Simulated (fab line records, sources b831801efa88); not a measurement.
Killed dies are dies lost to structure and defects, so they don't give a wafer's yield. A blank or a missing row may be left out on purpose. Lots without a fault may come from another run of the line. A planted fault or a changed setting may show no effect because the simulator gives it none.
Which tool did it? | flow gf180mcu | 12 lots, 36 wafers sampled, at 3 steps of a route of 602

WHAT THE GAUGES READ, wafer by wafer
GF_V3_THK_MEAS_01.
lot  | measured     | on            | V3_CVD_00_THK (nm)
L075 | day 21 11:47 | film_metro-02 | 593 596 609
L077 | day 22 07:38 | film_metro-03 | 604 606 598
L079 | day 23 11:22 | film_metro-01 | 598 600 598
L081 | day 24 03:15 | film_metro-02 | 599 602 601
L083 | day 24 15:24 | film_metro-02 | 598 596 588
L085 | day 25 11:32 | film_metro-03 | 606 604 603
L087 | day 26 03:14 | film_metro-01 | 600 599 590
L089 | day 26 16:43 | film_metro-03 | 603 605 601
L091 | day 27 06:04 | film_metro-03 | 597 594 606
L093 | day 27 23:44 | film_metro-02 | 596 596 595
L095 | day 28 09:45 | film_metro-02 | 591 605 598
L097 | day 29 00:25 | film_metro-02 | 592 601 600

WHICH TOOL RAN EACH LOT (tool, then ch and the chambers of the sampled wafers, then the start)
lot  | GF_M1_SPUTTER_04             | GF_M2_SPUTTER_04
L075 | pvd_sputter-01, day 16 07:10 | pvd_sputter-04, day 18 06:49
L077 | pvd_sputter-01, day 17 02:18 | pvd_sputter-01, day 19 03:12
L079 | pvd_sputter-01, day 18 03:17 | pvd_sputter-04, day 20 06:45
L081 | pvd_sputter-01, day 18 21:14 | pvd_sputter-04, day 21 00:11
L083 | pvd_sputter-04, day 19 11:09 | pvd_sputter-01, day 21 13:55
L085 | pvd_sputter-01, day 20 08:54 | pvd_sputter-01, day 22 12:35
L087 | pvd_sputter-01, day 20 23:41 | pvd_sputter-01, day 23 02:19
L089 | pvd_sputter-04, day 21 17:20 | pvd_sputter-01, day 23 19:25
L091 | pvd_sputter-01, day 22 09:08 | pvd_sputter-01, day 24 10:51
L093 | pvd_sputter-01, day 23 05:01 | pvd_sputter-01, day 25 06:34
L095 | pvd_sputter-04, day 23 19:01 | pvd_sputter-04, day 25 17:31
L097 | pvd_sputter-02, day 24 11:23 | pvd_sputter-01, day 26 07:45
- GF_M1_SPUTTER_04: material TiN, target thk 50 nm, time 41.7 s.
- GF_M2_SPUTTER_04: material TiN, target thk 50 nm, time 41.7 s.

THE ANSWER, worked out from the rows above alone
Rule: what is usual is taken from the lots themselves. Put in order of their means at a reading, lots are off if they are a third of the lots or fewer, leave a main group of 4 or more, and stand apart from it by a gap of 3 or more times the standard deviation of the main group's means; of several such gaps the widest counts. A main group whose means are all the same, to the digits that the tables above print for the reading, isn't used. A lot without any number at a reading at which 4 lots or more have one is off too. The other lots that the step has rows for count as sound.
No lot is off at any reading shown: from this, nothing can be told.

WHAT THE SIMULATOR HAD PUT IN
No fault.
